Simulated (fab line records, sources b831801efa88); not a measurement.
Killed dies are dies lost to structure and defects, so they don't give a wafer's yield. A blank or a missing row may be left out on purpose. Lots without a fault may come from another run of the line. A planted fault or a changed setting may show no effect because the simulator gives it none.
Which tool did it? | flow sky130 | 12 lots, 36 wafers sampled, at 5 steps of a route of 708

WHAT THE GAUGES READ, wafer by wafer
SKY_VT_ADJUST_HVTR_TW_MEAS_11. Usual: VT_ADJUST_HVTR_TW 211.1, standard deviation 2.5.
lot  | measured     | on            | VT_ADJUST_HVTR_TW | flag
L565 | day 10 18:18 | film_metro-03 | 209.5 209.6 209.6 |
L567 | day 11 11:31 | film_metro-01 | 213.8 213.4 213.1 |
L568 | day 11 21:39 | film_metro-01 | 214.0 213.6 214.5 |
L569 | day 11 22:37 | film_metro-03 | 209.3 208.6 209.6 |
L570 | day 12 08:42 | film_metro-04 | 216.5 214.6 215.0 |
L573 | day 13 07:41 | film_metro-03 | 210.1 209.7 211.2 |
L577 | day 14 07:01 | film_metro-03 | 208.6 207.3 208.1 |
L578 | day 14 17:47 | film_metro-03 | 208.7 208.9 208.4 |
L580 | day 15 06:58 | film_metro-03 | 208.1 210.8 208.6 |
L581 | day 15 13:43 | film_metro-03 | 208.1 208.6 208.9 |
L582 | day 16 01:11 | film_metro-04 | 212.7 212.3 213.7 |
L584 | day 16 10:53 | film_metro-04 | 214.4 212.5 213.4 |

SKY_RES_PROTECT_TW_MEAS_08. Usual: POLY_GATE_TW 4042, standard deviation 45.
lot  | measured     | on            | POLY_GATE_TW   | flag
L565 | day 16 16:07 | film_metro-03 | 4009 4017 3987 |
L567 | day 17 18:33 | film_metro-04 | 4089 4083 4094 |
L568 | day 18 03:10 | film_metro-03 | 3979 3956 3968 |
L569 | day 18 03:14 | film_metro-04 | 4091 4104 4097 |
L570 | day 18 11:24 | film_metro-04 | 4085 4083 4092 |
L573 | day 19 14:46 | film_metro-03 | 4005 4003 4002 |
L577 | day 20 19:23 | film_metro-03 | 3987 3976 4001 |
L578 | day 21 08:37 | film_metro-02 | 4070 4075 4065 |
L580 | day 22 03:16 | film_metro-04 | 4085 4091 4091 |
L581 | day 22 06:58 | film_metro-03 | 3988 3982 3973 |
L582 | day 22 17:41 | film_metro-02 | 4089 4081 4083 |
L584 | day 23 08:16 | film_metro-03 | 3992 3992 3976 |

SKY_SD_N_TW_MEAS_12. Usual: SD_N_TW 3985, standard deviation 34.
lot  | measured     | on            | SD_N_TW        | flag
L565 | day 29 11:30 | film_metro-02 | 4027 4023 4006 |
L567 | day 30 10:58 | film_metro-03 | 3946 3927 3959 |
L568 | day 30 19:03 | film_metro-01 | 3967 3962 3970 |
L569 | day 30 21:20 | film_metro-01 | 3989 3998 4006 |
L570 | day 30 23:04 | film_metro-01 | 3963 3982 3974 |
L573 | day 32 02:53 | film_metro-03 | 3925 3921 3928 |
L577 | day 33 03:23 | film_metro-02 | 4050 4063 4052 |
L578 | day 33 15:01 | film_metro-03 | 3956 3969 3968 |
L580 | day 34 07:24 | film_metro-01 | 3991 3997 4008 |
L581 | day 34 08:37 | film_metro-02 | 4022 4011 4036 |
L582 | day 34 18:21 | film_metro-01 | 3962 3984 3984 |
L584 | day 35 09:38 | film_metro-03 | 3970 3990 3973 |

WHICH TOOL RAN EACH LOT (tool, then ch and the chambers of the sampled wafers, then the start)
lot  | SKY_LDD_N_IMPLANT_10            | SKY_LDD_N_STRIP_16
L565 | implanter-02 ch 0, day 19 10:26 | plasma_asher-02 ch 0,1, day 19 11:18
L567 | implanter-02 ch 0, day 20 12:47 | plasma_asher-04 ch 0,1, day 20 13:39
L568 | implanter-01 ch 0, day 20 21:10 | plasma_asher-02 ch 0,1, day 20 22:02
L569 | implanter-04 ch 0, day 20 21:50 | plasma_asher-03 ch 0,1, day 20 22:42
L570 | implanter-01 ch 0, day 21 04:01 | plasma_asher-03 ch 0,1, day 21 04:52
L573 | implanter-04 ch 0, day 22 07:43 | plasma_asher-04 ch 0, day 22 08:37
L577 | implanter-02 ch 0, day 23 11:59 | plasma_asher-02 ch 0,1, day 23 12:52
L578 | implanter-02 ch 0, day 24 01:15 | plasma_asher-04 ch 0,1, day 24 02:09
L580 | implanter-02 ch 0, day 24 18:36 | plasma_asher-04 ch 0,1, day 24 19:30
L581 | implanter-01 ch 0, day 24 22:33 | plasma_asher-04 ch 0,1, day 24 23:27
L582 | implanter-04 ch 0, day 25 08:42 | plasma_asher-04 ch 0,1, day 25 09:36
L584 | implanter-04 ch 0, day 26 00:22 | plasma_asher-03 ch 1, day 26 01:14
- SKY_LDD_N_IMPLANT_10
- SKY_LDD_N_STRIP_16: strips in O2/N2.

WHAT THE TOOLS THEMSELVES READ (means of the sampled wafers that have a number; where no wafer has one, the mark that the record gives instead)
SKY_LDD_N_IMPLANT_10. Usual: dose_ions_cm2 7.502e+13, standard deviation 8.3e+10; faraday_current_uA 423, standard deviation 7.7.
lot  | tool         | dose_ions_cm2 | faraday_current_uA | flag
L565 | implanter-02 | 7.491e+13     | 418                |
L567 | implanter-02 | 7.492e+13     | 423                |
L568 | implanter-01 | 7.501e+13     | 419                |
L569 | implanter-04 | 7.511e+13     | 419                |
L570 | implanter-01 | 7.499e+13     | 428                |
L573 | implanter-04 | 7.495e+13     | 424                |
L577 | implanter-02 | 4.103e+13     | 231                | OFF
L578 | implanter-02 | 4.107e+13     | 232                | OFF
L580 | implanter-02 | 4.119e+13     | 238                | OFF
L581 | implanter-01 | 7.503e+13     | 427                |
L582 | implanter-04 | 7.501e+13     | 417                |
L584 | implanter-04 | 7.502e+13     | 427                |

SKY_LDD_N_STRIP_16. Usual: drypump_motor_current_A 5.9 A, standard deviation 0.62; oes_product_au 0.407 a.u., standard deviation 0.0047; strip_time_to_endpoint_s 4.312 s, standard deviation 0.016.
lot  | tool            | drypump_motor_current_A (A) | oes_product_au (a.u.) | strip_time_to_endpoint_s (s) | flag
L565 | plasma_asher-02 | 6.0                         | 0.412                 | 4.303                        |
L567 | plasma_asher-04 | 5.7                         | 0.409                 | 4.302                        |
L568 | plasma_asher-02 | 6.0                         | 0.412                 | 4.325                        |
L569 | plasma_asher-03 | 5.9                         | 0.410                 | 4.282                        |
L570 | plasma_asher-03 | 5.9                         | 0.409                 | 4.323                        |
L573 | plasma_asher-04 | 5.1                         | 0.409                 | 4.325                        |
L577 | plasma_asher-02 | 6.2                         | 0.407                 | 4.208                        | OFF
L578 | plasma_asher-04 | 5.6                         | 0.406                 | 4.213                        | OFF
L580 | plasma_asher-04 | 6.2                         | 0.409                 | 4.223                        | OFF
L581 | plasma_asher-04 | 5.6                         | 0.408                 | 4.313                        |
L582 | plasma_asher-04 | 5.6                         | 0.411                 | 4.309                        |
L584 | plasma_asher-03 | 5.3                         | 0.406                 | 4.342                        |

THE ANSWER, worked out from the rows above alone
Rule: a lot is off if the mean of its wafers that have a number lies more than 3 standard deviations from the usual mean. A lot without any number at a reading at which 4 lots or more have one is off too. The other lots that the step has rows for count as sound. The gauges are gone through in route order, then the tools' own readings, and for those a lot's mean is taken as printed above. The first step at which some lot is off is used, and at that step the reading that is off furthest; a lot without a number counts as furthest.
Off: L577, L578, L580, at SKY_LDD_N_IMPLANT_10 (dose_ions_cm2).
A tool fits if, at that step or a process step before it, it ran every lot that is off, and no sound lot after the first of them. One fits: implanter-02 at SKY_LDD_N_IMPLANT_10. Its last sound lot is L567 (day 20 12:47), its first lot that is off L577 (day 23 11:59): a fault that began between those two fits.
The tool's own readings at SKY_LDD_N_IMPLANT_10 bear it out: on the lots that are off they differ by more than 5 times the standard deviation of the sound lots' means. dose_ions_cm2 reads 4.110e+13 there against 7.499e+13 on the sound lots; faraday_current_uA reads 234 there against 422 on the sound lots.

WHAT THE SIMULATOR HAD PUT IN
Process parameter drift: implanter-02, from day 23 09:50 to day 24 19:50, at SKY_LDD_N_IMPLANT_10. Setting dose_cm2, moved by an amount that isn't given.
Lots struck among those shown: L577, L578, L580. The rule above found the same.
